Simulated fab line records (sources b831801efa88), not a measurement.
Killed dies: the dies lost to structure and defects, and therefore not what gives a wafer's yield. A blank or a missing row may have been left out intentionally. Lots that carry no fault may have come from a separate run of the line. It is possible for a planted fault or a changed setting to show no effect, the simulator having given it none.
fab line records	flow sfqLine
record lots=15	wafers=43	lastDay=85
route steps=325 shown M6@261 I6@279 M7@294 I7@297
lots with no fault: from the same line, run without faults
startH: start of the lot's first displayed wafer, in hours after the record's first day	waitH: time in hours since the lot's previous step	" identical to the entry in the row above	L1.1+2: one row covering several wafers at once	- no value, or no start was given	* or withheld: withheld	< > ~ a bound
route shown NAME@n: names a module that has steps shown in the file, with the first one's number in the route	usual: mean and standard deviation over wafers with no fault	same: alike in all rows	chamber/n: place in a boat	sites: the reading at each site	_std_site: their standard deviation	_edge_site: mean of outer sites minus mean of inner sites	radiusMm: for every site, how far away it sits from the centre of the wafer	mask NAME#n: copy n	behind: the last tool/chamber to shape the wafer	hold: why the lot was held/for how many hours/how that ended	device: transistor that didn't switch, given as n, p or np	end of line: the tests these same wafers got at the end of their route	a step given without rows: its recipe and nothing more	killed: not the wafer's yield, but the dies lost to structure and defects at the first sort	map: the dies of a wafer, with x for killed, . for not killed, _ for no die there
set.NAME: the setting the step ran with; set.NAME@STEP: the setting that earlier step ran with	model.NAME: the simulator's own value behind a step, which no gauge read
a sample of lots followed through the steps of the route, with each step as a table and each wafer as a row
services: when a tool's chamber went out of use (startH, in hours from the record's first day, below 0 if earlier), for how many hours, and the reason
## steps
# step SFQ_M6_OVL_MEAS_940
# usual M6_OVL=-2/5.1
lot.wafer	tool	chamber	startH	waitH	M6_OVL[nm]
L405.1	overlay-01	-	1503.63	0.1	-8
L405.2	"	-	"	"	-6
L405.3	"	-	"	"	0
L407.1	overlay-02	-	1512.68	0.1	-4
L407.2	"	-	"	"	1
L407.4	"	-	"	"	1
L408.1	overlay-02	-	1515.08	0.1	-5
L408.3	"	-	"	"	-4
L408.6	"	-	"	"	-3
L409.1	overlay-02	-	1517.48	0.1	1
L409.2	"	-	"	"	-3
L409.5	"	-	"	"	-2
L410.1	overlay-02	-	1633.52	0.1	-7
L410.3	"	-	"	"	-10
L410.4	"	-	"	"	-4
L411.1	overlay-01	-	1639.43	0.1	-9
L411.3	"	-	"	"	-5
L411.5	"	-	"	"	-1
L412.1	overlay-01	-	1643.03	0.1	6
L412.4	"	-	"	"	5
L412.6	"	-	"	"	3
L413.1	overlay-02	-	1668.23	0.1	1
L413.3	"	-	"	"	-1
L413.4	"	-	"	"	1
L414.1	overlay-02	-	1682.63	0.1	5
L414.2	"	-	"	"	1
L414.3	"	-	"	"	-1
L415.2	overlay-02	-	1689.96	0.1	-2
L415.3	"	-	"	"	-2
L415.6	"	-	"	"	-3
L417.2	overlay-02	-	1693.56	0.1	-3
L417.3	"	-	"	"	3
L417.4	"	-	"	"	-3
L418.2	overlay-01	-	1697.16	0.1	-3
L418.3	"	-	"	"	-2
L418.5	"	-	"	"	-5
L423.3	overlay-02	-	1712.77	0.1	-5
L423.4	"	-	"	"	-8
L425.1	overlay-02	-	1715.28	0.1	-7
L425.2	"	-	"	"	-2
L425.5	"	-	"	"	-1
L426.3	overlay-01	-	1716.49	0.1	-15
L426.4	"	-	"	"	2
# step SFQ_TRILAYER_I6_VIA_STRIP_STRIP_173
# recipe gas=O2	powerW=200	platenTempC=40	overashFraction=0.65	chemistry=O2	pressureMtorr=50
# usual drypumpMotorCurrentA=6.0/0.44	oesProductAu=1.003/0.0099
lot.wafer	tool	chamber	startH	waitH	drypumpMotorCurrentA	oesProductAu	rfHoursCounterH
L405.1	rieMetal-03	0	1634.91	-	6.2	0.996	60
L405.2	"	0	"	"	6.2	0.994	-
L405.3	"	0	"	"	6.2	1.005	-
L407.1	rieMetal-03	0	1644.42	-	6.2	1.012	62
L407.2	"	0	"	"	6.2	1.006	-
L407.4	"	0	"	"	6.2	1.011	-
L408.1	rieMetal-03	0	1651.62	-	6.2	1.000	64
L408.3	"	0	"	"	6.2	1.002	-
L408.6	"	0	"	"	6.2	0.996	-
L409.1	rieMetal-01	1	1654.10	-	5.3	0.987	58
L409.2	"	0	"	"	5.5	1.007	49
L409.5	"	0	"	"	5.6	1.015	-
L410.1	rieMetal-01	1	1744.89	-	5.3	0.979	69
L410.3	"	0	"	"	5.6	1.011	-
L410.4	"	1	"	"	5.3	0.982	-
L411.1	rieMetal-02	1	1752.09	-	6.2	1.001	2
L411.3	"	0	"	"	5.4	1.017	-
L411.5	"	1	"	"	6.2	0.996	-
L412.1	rieMetal-02	1	1756.89	-	6.2	1.002	2
L412.4	"	1	"	"	6.2	1.002	-
L412.6	"	0	"	"	5.4	1.011	-
L413.1	rieMetal-03	1	1788.03	-	6.6	1.010	15
L413.3	"	1	"	"	6.6	1.010	-
L413.4	"	0	"	"	6.2	1.003	-
L414.1	rieMetal-01	0	1804.83	-	5.6	1.019	65
L414.2	"	1	"	"	5.3	0.998	74
L414.3	"	0	"	"	5.6	1.025	-
L415.2	rieMetal-03	0	1812.03	-	6.2	1.007	81
L415.3	"	0	"	"	6.2	1.003	-
L415.6	"	0	"	"	6.2	1.003	-
L417.2	rieMetal-03	0	1818.88	-	6.2	1.005	82
L417.3	"	1	"	"	6.6	1.015	-
L417.4	"	0	"	"	6.2	0.986	-
L418.2	rieMetal-01	1	1822.48	-	5.3	0.993	76
L418.3	"	0	"	"	5.6	1.013	-
L418.5	"	0	"	"	5.5	1.018	-
L423.3	rieMetal-03	0	1834.68	-	6.2	1.002	-
L423.4	"	1	"	"	6.6	0.993	-
L425.1	rieMetal-01	0	1839.28	-	5.6	1.028	68
L425.2	"	1	"	"	5.3	1.001	77
L425.5	"	1	"	"	5.3	1.000	-
L426.3	rieMetal-02	1	1840.96	-	6.2	1.000	-
L426.4	"	1	"	"	6.2	1.007	-
# step SFQ_TRILAYER_M7_STRIP_STRIP_181
# recipe gas=O2	powerW=200	platenTempC=40	overashFraction=0.65	chemistry=O2	pressureMtorr=50
# usual drypumpMotorCurrentA=5.66/0.25	oesProductAu=0.997/0.014
lot.wafer	tool	chamber	startH	waitH	drypumpMotorCurrentA	oesProductAu	rfHoursCounterH
L405.1	rieMetal-02	0	1639.18	0.1	5.44	1.019	117
L405.2	"	1	"	"	6.21	1.029	140
L405.3	"	0	"	"	5.46	1.016	-
L407.1	rieMetal-04	0	1648.57	0.1	5.70	0.983	50
L407.2	"	1	"	"	5.54	0.981	81
L407.4	"	0	"	"	5.69	0.982	-
L408.1	rieMetal-02	0	1656.17	0.1	5.45	1.008	119
L408.3	"	1	"	"	6.22	1.021	-
L408.6	"	0	"	"	5.46	1.013	-
L409.1	rieMetal-04	0	1657.64	0.1	5.69	0.980	51
L409.2	"	1	"	"	5.56	0.995	82
L409.5	"	0	"	"	5.68	0.983	-
L410.1	rieMetal-04	0	1823.12	0.1	5.73	0.989	68
L410.3	"	0	"	"	5.72	0.991	-
L410.4	"	1	"	"	5.57	0.989	-
L411.1	rieMetal-04	0	1826.72	0.1	5.73	1.000	69
L411.3	"	0	"	"	5.69	0.999	-
L411.5	"	1	"	"	5.54	0.983	-
L412.1	rieMetal-04	0	1830.32	0.1	5.73	0.988	70
L412.4	"	1	"	"	5.54	0.991	-
L412.6	"	0	"	"	5.65	0.991	-
L413.1	rieMetal-04	0	1838.72	0.1	5.73	0.979	71
L413.3	"	0	"	"	5.70	0.991	-
L413.4	"	1	"	"	5.55	0.985	-
L414.1	rieMetal-04	1	1843.52	0.1	5.57	0.994	99
L414.2	"	0	"	"	5.69	0.986	71
L414.3	"	0	"	"	5.69	0.977	-
L415.2	rieMetal-02	1	1847.12	0.1	6.19	1.015	15
L415.3	"	0	"	"	5.41	1.018	-
L415.6	"	0	"	"	5.41	1.011	-
L417.2	rieMetal-04	0	1851.92	0.1	5.75	0.991	73
L417.3	"	0	"	"	5.72	0.980	-
L417.4	"	1	"	"	5.55	0.986	-
L418.2	rieMetal-04	0	1854.32	0.1	5.68	0.979	74
L418.3	"	1	"	"	5.54	0.992	-
L418.5	"	1	"	"	5.54	0.993	-
L423.3	rieMetal-04	0	1861.72	0.2	5.69	0.994	-
L423.4	"	1	"	"	5.57	0.987	-
L425.1	rieMetal-02	0	1865.12	0.1	5.44	1.014	5
L425.2	"	1	"	"	6.20	1.016	19
L425.5	"	1	"	"	6.21	1.017	-
L426.3	rieMetal-02	1	1867.72	0.2	6.23	1.008	-
L426.4	"	0	"	"	5.45	1.013	-
# step SFQ_TRILAYER_I7_CMP_CMP_184
# recipe material=SiO2	downForcePsi=3	platenRpm=60	padVelocityMS=0.94248
# usual motorCurrentA=10.0/0.58	timeToEndpointS=212/9
lot.wafer	tool	chamber	startH	waitH	motorCurrentA	timeToEndpointS
L405.2	cmp-01	2	1641.19	1.2	10.0	216
L405.3	"	3	"	"	9.1	202
L405.1	"	0	"	"	10.0	217
L407.4	cmp-01	1	1649.42	0.0	9.8	236
L407.2	"	3	1650.42	1.0	9.4	206
L407.1	"	0	"	"	10.6	222
L408.3	cmp-01	0	1657.02	0.0	10.8	210
L408.1	"	1	"	"	9.7	229
L408.6	"	1	1659.52	2.5	9.8	234
L409.2	cmp-02	3	1659.00	0.5	9.7	203
L409.1	"	0	"	"	9.3	217
L409.5	"	2	1660.50	2.0	10.7	227
L410.4	cmp-01	0	1825.16	1.2	10.5	216
L410.1	"	1	"	"	9.4	219
L410.3	"	2	"	"	10.2	204
L411.3	cmp-02	1	1828.98	1.4	9.8	205
L411.1	"	2	"	"	10.5	217
L411.5	"	2	1831.48	3.9	11.1	226
L412.4	cmp-01	2	1835.16	4.0	10.5	210
L412.1	"	3	"	"	8.9	194
L412.6	"	1	1836.66	5.5	9.5	216
L413.4	cmp-02	1	1841.48	1.9	10.0	214
L413.3	"	2	"	"	10.6	225
L413.1	"	3	"	"	9.6	213
L414.2	cmp-01	1	1846.66	2.3	10.5	211
L414.3	"	2	"	"	9.9	205
L414.1	"	3	"	"	9.7	193
L415.3	cmp-01	0	1849.16	1.2	11.2	206
L415.2	"	2	1850.16	2.2	10.7	206
L415.6	"	0	1851.16	3.2	11.1	208
L417.3	cmp-01	2	1858.16	5.4	9.9	205
L417.2	"	3	"	"	9.9	197
L417.4	"	1	1859.66	6.9	9.7	222
L418.2	cmp-02	2	1862.45	7.3	11.2	214
L418.3	"	1	1863.95	8.8	10.1	207
L418.5	"	2	"	"	10.7	222
L423.4	cmp-02	2	1874.95	12.6	10.7	227
L423.3	"	3	"	"	9.6	187
L425.2	cmp-02	3	1881.45	15.5	9.7	216
L425.1	"	0	"	"	9.2	218
L425.5	"	1	"	"	10.0	199
L426.4	cmp-02	1	1883.45	15.1	9.9	197
L426.3	"	2	"	"	10.7	190
# step SFQ_TRILAYER_I7_METRO_MEASURE_185
# usual thkNm=199.8/1.4
lot.wafer	tool	chamber	startH	waitH	thkNm
L405.1	filmMetro-01	-	1644.31	0.1	200.1
L405.2	"	-	"	"	201.3
L405.3	"	-	"	"	200.4
L407.1	filmMetro-02	-	1652.54	0.1	201.2
L407.2	"	-	"	"	199.3
L407.4	"	-	"	"	203.7
L408.1	filmMetro-01	-	1660.14	0.1	202.7
L408.3	"	-	"	"	199.8
L408.6	"	-	"	"	202.2
L409.1	filmMetro-02	-	1661.62	0.1	199.5
L409.2	"	-	"	"	198.6
L409.5	"	-	"	"	200.9
L410.1	filmMetro-01	-	1828.28	0.1	202.7
L410.3	"	-	"	"	200.5
L410.4	"	-	"	"	199.6
L411.1	filmMetro-02	-	1832.10	0.1	202.5
L411.3	"	-	"	"	200.1
L411.5	"	-	"	"	201.4
L412.1	filmMetro-03	-	1837.28	0.1	199.5
L412.4	"	-	"	"	199.3
L412.6	"	-	"	"	202.4
L413.1	filmMetro-03	-	1844.10	0.1	200.5
L413.3	"	-	"	"	200.7
L413.4	"	-	"	"	200.2
L414.1	filmMetro-03	-	1849.28	0.1	198.1
L414.2	"	-	"	"	200.8
L414.3	"	-	"	"	199.9
L415.2	filmMetro-03	-	1852.48	0.3	199.0
L415.3	"	-	"	"	198.1
L415.6	"	-	"	"	198.5
L417.2	filmMetro-03	-	1861.48	0.3	197.9
L417.3	"	-	"	"	199.3
L417.4	"	-	"	"	200.8
L418.2	filmMetro-02	-	1865.77	0.3	200.6
L418.3	"	-	"	"	198.7
L418.5	"	-	"	"	201.2
L423.3	filmMetro-03	-	1877.97	0.5	219.0
L423.4	"	-	"	"	201.1
L425.1	filmMetro-03	-	1883.57	0.1	198.3
L425.2	"	-	"	"	198.5
L425.5	"	-	"	"	217.7
L426.3	filmMetro-01	-	1886.97	0.5	220.4
L426.4	"	-	"	"	198.0
# step SFQ_TRILAYER_I7_VIA_ETCH_VIA_ETCH_190
# recipe target=SiO2	stopOn=Nb	maskMaterial=PR	taperDeg=20	chemistry=CHF3	targetDepthNm=260	sourceW=500	biasW=80	pressureMtorr=30	timeS=withheld
# usual drypumpMotorCurrentA=5.5/0.4	oesProductAu=0.854/0.0059
lot.wafer	tool	chamber	startH	waitH	drypumpMotorCurrentA	oesProductAu
L405.1	rieDiel-04	1	1750.78	0.0	6.0	0.853
L405.2	"	0	"	"	5.8	0.865
L405.3	"	3	"	"	5.4	0.867
L407.1	rieDiel-04	3	1757.98	0.0	5.4	0.866
L407.2	"	1	"	"	6.0	0.847
L407.4	"	2	"	"	5.2	0.856
L408.1	rieDiel-04	0	1775.92	0.0	5.8	0.861
L408.3	"	2	"	"	5.2	0.850
L408.6	"	2	"	"	5.2	0.868
L409.1	rieDiel-03	0	1778.32	0.0	5.9	0.854
L409.2	"	3	"	"	5.2	0.855
L409.5	"	0	"	"	5.9	0.852
L410.1	rieDiel-02	3	1896.57	0.0	5.8	0.861
L410.3	"	2	"	"	5.5	0.865
L410.4	"	1	"	"	5.8	0.848
L411.1	rieDiel-03	0	1897.77	0.0	5.9	0.855
L411.3	"	3	"	"	5.1	0.853
L411.5	"	0	"	"	5.8	0.850
L412.1	rieDiel-03	0	1902.57	0.0	5.9	0.853
L412.4	"	3	"	"	5.1	0.843
L412.6	"	2	"	"	6.1	0.865
L413.1	rieDiel-02	1	1912.17	0.0	5.8	0.859
L413.3	"	3	"	"	5.8	0.856
L413.4	"	0	"	"	5.5	0.858
L414.1	rieDiel-03	2	1919.37	0.0	6.1	0.850
L414.2	"	3	"	"	5.1	0.859
L414.3	"	0	"	"	5.8	0.852
L415.2	rieDiel-04	1	1921.77	0.0	5.9	0.851
L415.3	"	0	"	"	5.8	0.850
L415.6	"	0	"	"	5.8	0.841
L417.2	rieDiel-04	2	1932.57	0.0	5.2	0.853
L417.3	"	1	"	"	5.9	0.845
L417.4	"	3	"	"	5.4	0.856
L418.2	rieDiel-02	2	1938.57	0.0	5.5	0.859
L418.3	"	0	"	"	5.5	0.851
L418.5	"	1	"	"	5.8	0.865
L423.3	rieDiel-03	0	1961.38	0.0	5.8	0.903
L423.4	"	3	"	"	5.1	0.866
L425.1	rieDiel-02	1	1972.18	0.0	5.8	0.848
L425.2	"	3	"	"	5.8	0.850
L425.5	"	2	"	"	5.5	0.903
L426.3	rieDiel-03	1	1975.98	0.0	4.8	0.901
L426.4	"	0	"	"	5.8	0.852
## services
tool	chamber	startH	hours	kind
rieMetal-03	-	1611.13	14.6	pm
filmMetro-03	-	1640.42	4.7	pm
rieMetal-03	-	1641.04	2.8	pm
filmMetro-03	-	1692.12	0.5	pm
rieMetal-04	-	1702.26	0.6	repair
rieMetal-02	1	1702.96	3.2	repair
rieMetal-04	1	1703.46	21.6	repair
rieMetal-04	-	1724.32	2.8	pm
rieMetal-03	0	1726.42	20.9	repair
cmp-01	-	1734.89	0.2	repair
rieMetal-02	-	1750.33	0.9	repair
cmp-01	-	1757.17	8.9	pm
filmMetro-03	-	1769.59	1.3	pm
cmp-02	-	1778.11	4.0	pm
rieMetal-04	-	1781.05	1.9	repair
cmp-01	-	1784.20	4.1	pm
rieMetal-02	1	1786.41	3.2	repair
rieMetal-04	-	1788.67	4.2	repair
filmMetro-03	-	1885.42	0.7	pm
cmp-01	-	1915.30	3.2	repair
cmp-01	-	1935.24	4.0	pm
filmMetro-03	-	1937.12	0.8	pm
cmp-01	-	1937.81	2.8	repair
cmp-01	-	1955.98	1.4	repair
## key
firstSign step=SFQ_TRILAYER_I7_CMP_CMP_184	reading=timeToEndpointS	direction=down	sigmas=2.2	usual=*	struck=*
effect step=SFQ_TRILAYER_I7_METRO_MEASURE_185	reading=thkNm	direction=up	sigmas=14	usual=199.8	struck=219.0
effect step=SFQ_TRILAYER_I7_VIA_ETCH_VIA_ETCH_190	reading=oesProductAu	direction=up	sigmas=8.2	usual=0.854	struck=0.902
metAt SFQ_TRILAYER_I7_CMP_CMP_184
struckLots L423,L425,L426
struckWafers L423.3,L425.5,L426.3
notActingAt SFQ_M6_OVL_MEAS_940,SFQ_TRILAYER_I6_VIA_STRIP_STRIP_173,SFQ_TRILAYER_M7_STRIP_STRIP_181
onsetBetween 1862.45 1874.95
fault kind=processParameterDrift	tool=cmp-02	chamber=-	onsetH=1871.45	steps=SFQ_TRILAYER_I7_CMP_CMP_184	channel=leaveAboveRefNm	offset=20	shape=step	endH=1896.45	scope=struckWafersOnly	actsIn=theseRecipesOnly	stated=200
